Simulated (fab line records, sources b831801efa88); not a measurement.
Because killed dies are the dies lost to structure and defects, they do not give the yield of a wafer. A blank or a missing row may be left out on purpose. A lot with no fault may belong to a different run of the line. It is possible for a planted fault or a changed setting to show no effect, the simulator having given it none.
Comparing a struck lot with a sound one || flow gf180mcu || 15 steps out of a route of 602
Sound: wafers L399.3, L399.5, L399.6. Wafers L405.2, L405.3, L405.6 were the ones struck. The cause comes at the end.
Each step with rows lists, per side, the tool, then ch with its chambers, then its first start. Under that, the readings that differ: sound wafers || struck wafers || difference of the means || sigmas: that difference in standard deviations of wafers without a fault.
alike: a reading whose means differ by less than 2 such deviations, as well as words and numbers matching on both sides. not compared: withheld readings; readings where some wafer has no value; bounds like >300 that might hide an equal value; numbers whose values overlap and for which the record gives no deviation.
A row with sigmas, a row that says differs or no value, or rows on one side alone: a step with any of these is where the two part. Non-overlapping numbers with no deviation appear without sigmas and do not part them. A reading that every wafer of one side lacks parts them only if that side has two wafers or more.

GF_V1_OVL_MEAS_15:
  struck on overlay-01, day 21 12:31; sound on overlay-01, day 19 13:18
{"reading": "V1_OVL (nm)", "sound": "6 6 6", "struck": "-10 -4 -10", "difference": -14, "sigmas": -3}
GF_V1_ETCH_16: etches BARC in N2/H2.
  sound on rie-diel-02 ch 2,3, day 19 13:19; struck on rie-diel-02 ch 0,1,2, day 21 12:33
  alike: bias-w, drypump-motor-current-A, n2-flow-sccm, oes-product-au, throttle-valve-pct
GF_V1_ETCH_17: etches SiO2 in C4F8/O2/Ar, stops on TiN, target depth 630 nm.
  sound: rie-diel-02 ch 2,3; struck: rie-diel-02 ch 0,1,2
  alike: bias-w, oes-product-au
then, 3 steps without rows for these wafers: GF_V1_STRIP_18 (strips in O2/N2); GF_V1_STRIP_19 (strips in post etch residue remover, time 1200 s); GF_V1_CLEAN_20 (cleans in DIW).
GF_V1_SPUTTER_21: material Ti, target thk 15 nm, time 80.02 s.
  struck on pvd-sputter-02, day 21 13:14; sound on pvd-sputter-02, day 19 13:59
  alike: throttle-valve-pct
GF_V1_SPUTTER_22: material TiN, target thk 10 nm, time 40 s.
  struck on pvd-sputter-02, day 21 13:19; sound on pvd-sputter-02, day 19 14:03
  alike: throttle-valve-pct
then, 1 step without rows for these wafers: GF_V1_CVD_23 (deposits W, target thk 350 nm, time 105.05 s).
GF_V1_RS_MEAS_24: measures by four-point-probe.
  struck on film-metro-01, day 21 13:29; sound on film-metro-04, day 19 14:14
  alike: V1_W_RS
GF_V1_THK_MEAS_25: measures by xrf.
  struck on film-metro-01, day 21 13:35; sound on film-metro-04, day 19 14:20
{"reading": "V1_W_THK (nm)", "sound": "369 364 369", "struck": "350 347 348", "difference": -19, "sigmas": -3}
GF_V1_CMP_26: polishes, stops on SiO2, t overpolish 15 s, target thk 0 nm.
  sound on cmp-02 ch 0,1,2, day 19 14:29; struck on cmp-01 ch 0,2,3, day 21 13:44
  alike: motor-current-A, overpolish-run-s, time-to-endpoint-s
GF_M2_SPUTTER_00: material Ti, target thk 37.5 nm, time 150 s.
  struck on pvd-sputter-03, day 21 13:56; sound on pvd-sputter-03, day 19 14:41
{"reading": "model.Ti_of_M2_SPUTTER_00.thk-nm (nm)", "sound": "37.63 37.37 38.25", "struck": "36.38 36.15 36.14", "difference": -1.53, "sigmas": ""}
  alike: throttle-valve-pct
then, 1 step without rows for these wafers: GF_M2_SPUTTER_01 (material TiN, target thk 30 nm, time 25 s).
GF_PASSIVATION_PROBE_99:
  rows exist in the record for the sound wafers here (prober-01, day 30 02:29), none for the struck ones

WHERE THEY PART
Last at GF_PASSIVATION_PROBE_99 as far as this record goes, first at GF_V1_OVL_MEAS_15.

WHY: the cause the simulator had injected
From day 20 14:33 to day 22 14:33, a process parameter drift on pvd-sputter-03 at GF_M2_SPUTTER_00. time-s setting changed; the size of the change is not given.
